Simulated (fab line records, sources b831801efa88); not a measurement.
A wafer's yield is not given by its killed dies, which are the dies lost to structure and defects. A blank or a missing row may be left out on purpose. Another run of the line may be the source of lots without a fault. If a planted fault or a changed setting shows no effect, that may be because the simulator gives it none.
The tool behind it: which one? / flow sky130 / 14 lots with 37 wafers sampled at 5 steps, on a route of 708 steps

== WHAT EACH GAUGE READ, for each wafer ==
SKY_FIELD_ISO_CD_MEAS_13: the cd target is 150 nm.
lot=L752; measured=day 2 07:55; on=cdSem-01; cdNm (nm)=148.4 149.4 149.3
lot=L753; measured=day 2 11:47; on=cdSem-02; cdNm (nm)=148.4 149.9 148.6
lot=L754; measured=day 2 18:27; on=cdSem-02; cdNm (nm)=151.3 150.8 150.6
lot=L756; measured=day 3 04:53; on=cdSem-02; cdNm (nm)=148.2 148.2 149.6
lot=L760; measured=day 3 23:35; on=cdSem-02; cdNm (nm)=84.7 84.2
lot=L761; measured=day 4 07:38; on=cdSem-01; cdNm (nm)=149.8 148.8 149.1
lot=L762; measured=day 4 12:27; on=cdSem-01; cdNm (nm)=84.5 84.6
lot=L763; measured=day 4 15:11; on=cdSem-02; cdNm (nm)=149.0 85.6 148.9 86.7
lot=L765; measured=day 5 00:32; on=cdSem-01; cdNm (nm)=150.1 149.6 149.8
lot=L767; measured=day 5 10:11; on=cdSem-02; cdNm (nm)=148.4 147.6 149.9
lot=L768; measured=day 5 15:13; on=cdSem-01; cdNm (nm)=149.2 149.8 149.8
lot=L770; measured=day 6 02:17; on=cdSem-02; cdNm (nm)=148.8 148.8 148.8
lot=L774; measured=day 7 02:16; on=cdSem-01; cdNm (nm)=152.1 152.7 153.5
lot=L775; measured=day 7 05:05; on=cdSem-01; cdNm (nm)=148.2 148.9 148.8

SKY_LI_CONTACT_BOW_MEAS_03.
lot=L752; measured=day 27 16:57; on=filmMetro-03; LI_CONTACT_BOW (um)=61 49 49
lot=L753; measured=day 28 08:35; on=filmMetro-03; LI_CONTACT_BOW (um)=57 63 58
lot=L754; measured=day 29 13:33; on=filmMetro-04; LI_CONTACT_BOW (um)=60 55 66
lot=L756; measured=day 30 02:20; on=filmMetro-01; LI_CONTACT_BOW (um)=49 50 66
lot=L761; measured=day 31 05:15; on=filmMetro-03; LI_CONTACT_BOW (um)=62 54 46
lot=L763; measured=day 31 23:19; on=filmMetro-01; LI_CONTACT_BOW (um)=54
lot=L765; measured=day 32 07:45; on=filmMetro-04; LI_CONTACT_BOW (um)=54 58 55
lot=L767; measured=day 32 10:42; on=filmMetro-04; LI_CONTACT_BOW (um)=43 61 64
lot=L768; measured=day 32 15:17; on=filmMetro-04; LI_CONTACT_BOW (um)=55 63 60
lot=L770; measured=day 33 11:24; on=filmMetro-03; LI_CONTACT_BOW (um)=52 59 46
lot=L774; measured=day 34 17:54; on=filmMetro-04; LI_CONTACT_BOW (um)=61 46 54
lot=L775; measured=day 34 20:44; on=filmMetro-01; LI_CONTACT_BOW (um)=57 59 55

SKY_LI_CONTACT_OVL_MEAS_13.
lot=L752; measured=day 28 20:56; on=overlay-01; LI_CONTACT_OVL (nm)=-12 -1 -1
lot=L753; measured=day 29 11:41; on=overlay-01; LI_CONTACT_OVL (nm)=-7 0 -11
lot=L754; measured=day 30 16:35; on=overlay-01; LI_CONTACT_OVL (nm)=0 -6 -12
lot=L756; measured=day 31 05:59; on=overlay-01; LI_CONTACT_OVL (nm)=3 -3 4
lot=L761; measured=day 32 08:29; on=overlay-02; LI_CONTACT_OVL (nm)=-1 0 10
lot=L763; measured=day 33 01:24; on=overlay-01; LI_CONTACT_OVL (nm)=-5
lot=L765; measured=day 33 10:33; on=overlay-02; LI_CONTACT_OVL (nm)=-8 -9 -2
lot=L767; measured=day 33 12:38; on=overlay-02; LI_CONTACT_OVL (nm)=-4 -3 -8
lot=L768; measured=day 33 18:06; on=overlay-01; LI_CONTACT_OVL (nm)=-1 -5 1
lot=L770; measured=day 34 13:08; on=overlay-01; LI_CONTACT_OVL (nm)=-14 1 -8
lot=L774; measured=day 35 19:53; on=overlay-01; LI_CONTACT_OVL (nm)=-5 -1 -9
lot=L775; measured=day 35 22:49; on=overlay-02; LI_CONTACT_OVL (nm)=-5 -8 -3

SKY_LOCAL_INTERCONNECT_RS_MEAS_01: uses a four-point probe to measure.
lot=L752; measured=day 28 22:14; on=filmMetro-04; LOCAL_INTERCONNECT_TIN_RS (ohm/sq)=14.05 14.30 14.11
lot=L753; measured=day 29 12:57; on=filmMetro-02; LOCAL_INTERCONNECT_TIN_RS (ohm/sq)=14.23 14.17 14.26
lot=L754; measured=day 30 18:00; on=filmMetro-03; LOCAL_INTERCONNECT_TIN_RS (ohm/sq)=14.22 14.15 14.20
lot=L756; measured=day 31 07:17; on=filmMetro-02; LOCAL_INTERCONNECT_TIN_RS (ohm/sq)=13.88 13.71 13.89
lot=L761; measured=day 32 09:49; on=filmMetro-02; LOCAL_INTERCONNECT_TIN_RS (ohm/sq)=14.04 14.15 14.15
lot=L763; measured=day 33 02:48; on=filmMetro-04; LOCAL_INTERCONNECT_TIN_RS (ohm/sq)=13.76
lot=L765; measured=day 33 11:49; on=filmMetro-04; LOCAL_INTERCONNECT_TIN_RS (ohm/sq)=14.49 14.27 13.99
lot=L767; measured=day 33 13:55; on=filmMetro-03; LOCAL_INTERCONNECT_TIN_RS (ohm/sq)=14.02 14.40 14.36
lot=L768; measured=day 33 19:24; on=filmMetro-04; LOCAL_INTERCONNECT_TIN_RS (ohm/sq)=13.78 13.87 14.24
lot=L770; measured=day 34 14:24; on=filmMetro-03; LOCAL_INTERCONNECT_TIN_RS (ohm/sq)=14.29 14.10 14.26
lot=L774; measured=day 35 21:12; on=filmMetro-02; LOCAL_INTERCONNECT_TIN_RS (ohm/sq)=14.33 14.36 14.36
lot=L775; measured=day 36 00:05; on=filmMetro-02; LOCAL_INTERCONNECT_TIN_RS (ohm/sq)=14.02 14.14 13.85

== WHAT TOOL EACH LOT RAN ON (gives the tool, then ch and the chambers of the sampled wafers, and finally the start) ==
lot=L752; SKY_FIELD_ISO_EXPOSE_10=krfScanner-01 ch 0, day 2 00:28
lot=L753; SKY_FIELD_ISO_EXPOSE_10=krfScanner-02 ch 0, day 2 04:41
lot=L754; SKY_FIELD_ISO_EXPOSE_10=krfScanner-02 ch 0, day 2 10:58
lot=L756; SKY_FIELD_ISO_EXPOSE_10=krfScanner-01 ch 0, day 2 22:13
lot=L760; SKY_FIELD_ISO_EXPOSE_10=krfScanner-02 ch 0, day 3 16:08
lot=L761; SKY_FIELD_ISO_EXPOSE_10=krfScanner-01 ch 0, day 3 23:31
lot=L762; SKY_FIELD_ISO_EXPOSE_10=krfScanner-02 ch 0, day 4 04:00
lot=L763; SKY_FIELD_ISO_EXPOSE_10=krfScanner-02 ch 0, day 4 06:58
lot=L765; SKY_FIELD_ISO_EXPOSE_10=krfScanner-01 ch 0, day 4 16:45
lot=L767; SKY_FIELD_ISO_EXPOSE_10=krfScanner-01 ch 0, day 5 01:11
lot=L768; SKY_FIELD_ISO_EXPOSE_10=krfScanner-01 ch 0, day 5 06:37
lot=L770; SKY_FIELD_ISO_EXPOSE_10=krfScanner-01 ch 0, day 5 17:28
lot=L774; SKY_FIELD_ISO_EXPOSE_10=krfScanner-01 ch 0, day 6 16:52
lot=L775; SKY_FIELD_ISO_EXPOSE_10=krfScanner-02 ch 0, day 6 20:02
- SKY_FIELD_ISO_EXPOSE_10: exposes mask FOM, target cd 150 nm.

== WHAT THE TOOLS THEMSELVES READ (means of the sampled wafers that have a number; where no wafer has one, the mark that the record gives instead) ==
The record holds no such reading with a usual standard deviation.

== THE ANSWER, worked out from the rows above alone ==
Rule: usual is defined by the lots themselves. Put in order of their means at a reading, lots are off if they are a third of the lots or fewer, leave a main group of 4 or more, and stand apart from it by a gap of 3 or more times the standard deviation of the main group's means; of several such gaps the widest counts. A main group whose means are all the same, to the digits that the tables above print for the reading, isn't used. A lot without any number at a reading at which 4 lots or more have one is off too. Where the step has rows for the other lots, those lots are counted as sound. After the gauges, taken in route order, come the tools' own readings; for these a lot's mean is taken, as printed above. At the first step where some lot is off, the reading lying furthest off is the one used; lots without a number count as furthest.
Off: L760, L762, L763, at SKY_FIELD_ISO_CD_MEAS_13 (cdNm). Mean 149.6 nm and standard deviation 1.2 in the main group.
A tool fits if, at a process step before that reading, it ran every lot that is off, and no sound lot after the first of them. The gauges at SKY_FIELD_ISO_CD_MEAS_13 are tried like those tools. Not one of the candidates tried fits.

== WHAT THE SIMULATOR PUT IN ==
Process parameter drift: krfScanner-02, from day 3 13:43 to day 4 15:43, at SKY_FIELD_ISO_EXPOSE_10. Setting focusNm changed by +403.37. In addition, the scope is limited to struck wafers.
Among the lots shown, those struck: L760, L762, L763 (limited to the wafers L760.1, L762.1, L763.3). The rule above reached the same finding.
